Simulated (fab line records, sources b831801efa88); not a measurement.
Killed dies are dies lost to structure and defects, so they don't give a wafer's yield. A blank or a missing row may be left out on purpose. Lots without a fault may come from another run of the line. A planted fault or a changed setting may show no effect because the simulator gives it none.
Problem report in the 8D (eight disciplines) form, filled by code | flow sky130 | the parts of the form that need people (team, actions taken, sign-off) are left out

1. THE PROBLEM
oes_product_au at SKY_VIA3_ETCH_15 reads a mean of 0.792 a.u. on 1 wafer of 1 lot; wafers without a fault read 0.945 a.u. with a standard deviation of 0.0045. That is -34 standard deviations from the usual mean.
The step: etches SiO2 in C4F8/O2/Ar, stops on TiN, target depth 507 nm, time 78 s.
First seen on wafer L609.4, day 43 19:46, on rie_diel-01. The record holds 33 wafers of 11 lots with a number at this step. Rule for "out", or "out of limits": more than 4 standard deviations from the usual mean. The other wafers with a number count as sound.

2. WHAT IT IS AND WHAT IT IS NOT
question                    | is                | is not
which readings at this step | oes_product_au    | -
which lots                  | L609              | L597, L598, L599, L602, L603, L610, L611, L614, L616, L619
which wafers of those lots  | L609.4            | L609.3, L609.5
read on which tools         | rie_diel-01       | rie_diel-02, rie_diel-03
when                        | from day 43 19:46 | up to then (17 sound wafers); but 15 sound wafers of L610, L611, L614, L616, L619 came after

3. SUSPECTS, AND WHAT RULES EACH OUT
Counting: a tool at a process step up to the reading stays a suspect if it ran every lot that is out. Sound lots after the first of them don't rule it out here, since some wafers of a struck lot are sound.
- plasma_asher-04 at SKY_CAPM_STRIP_14 (strips in O2/N2): kept. It ran the lot that is out, L609 (day 41 19:33); its last sound lot up to then is L602 (day 38 16:01).
- plasma_asher-03 at SKY_METAL3_STRIP_19 (strips in O2/N2): kept. It ran the lot that is out, L609 (day 42 20:10).
- rie_diel-01 at SKY_VIA3_ETCH_15 (etches SiO2 in C4F8/O2/Ar, stops on TiN, target depth 507 nm, time 78 s): kept. It ran the lot that is out, L609 (day 43 19:46); its last sound lot up to then is L603 (day 41 05:01). Its own readings are out on those wafers: oes_product_au.
- Within plasma_asher-04 at SKY_CAPM_STRIP_14: the wafers that are out ran in chamber 1; their sound lot-mates ran in chamber 0.
- Within rie_diel-01 at SKY_VIA3_ETCH_15: the wafers that are out ran in chamber 0; their sound lot-mates ran in chambers 1, 2.
Left after counting: plasma_asher-04 at SKY_CAPM_STRIP_14, plasma_asher-03 at SKY_METAL3_STRIP_19, rie_diel-01 at SKY_VIA3_ETCH_15.

4. THE CAUSE (what the simulator had put in)
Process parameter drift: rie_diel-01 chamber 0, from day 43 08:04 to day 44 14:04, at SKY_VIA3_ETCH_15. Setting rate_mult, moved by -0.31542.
Counting left 3 suspects, and this tool is among them.

5. THE CHAIN OF EFFECTS, in route order
Each row: a reading whose mean over the struck wafers that have a number lies more than 3 standard deviations from the usual. Only readings for which the record gives a usual standard deviation are gone through. hours: the time from each lot's start at the first step in this table that gives one to its start at this step, as a median over the lots. sigmas: the change in usual standard deviations.
hours | step                  | reading                  | usual      | on struck wafers | change | sigmas
0     | SKY_VIA3_ETCH_15      | oes_product_au           | 0.945 a.u. | 0.792            | -0.153 | -34
0     | SKY_VIA3_STRIP_16     | strip_time_to_endpoint_s | 4.132 s    | 4.499            | +0.367 | +15
129   | SKY_PAD_OPEN_PROBE_99 | defect_limited_yield     | 82.4 %     | 0.0              | -82.4  | -46
129   | SKY_PAD_OPEN_PROBE_99 | killed_at_M0_to_M3       | 43         | 440              | +397   | +51
129   | SKY_PAD_OPEN_PROBE_99 | killed_dies              | 87         | 492              | +405   | +45
129   | SKY_PAD_OPEN_PROBE_99 | killed_on_rim            | 17         | 96               | +79    | +23
129   | SKY_PAD_OPEN_PROBE_99 | sort_bin_5_function      | 10.4 %     | 92.3             | +81.9  | +55
129   | SKY_PAD_OPEN_PROBE_99 | sort_n_pass              | 405        | 0                | -405   | -45
129   | SKY_PAD_OPEN_PROBE_99 | sort_yield_pct           | 82.4 %     | 0.0              | -82.4  | -46
The process steps in it:
- SKY_VIA3_ETCH_15: etches SiO2 in C4F8/O2/Ar, stops on TiN, target depth 507 nm, time 78 s.
- SKY_VIA3_STRIP_16: strips in O2/N2.
- SKY_PAD_OPEN_PROBE_99

6. WHAT WOULD HAVE CAUGHT IT SOONER
In this record the first reading out of limits was taken at day 43 19:46, 12 hours after the fault began at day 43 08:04.
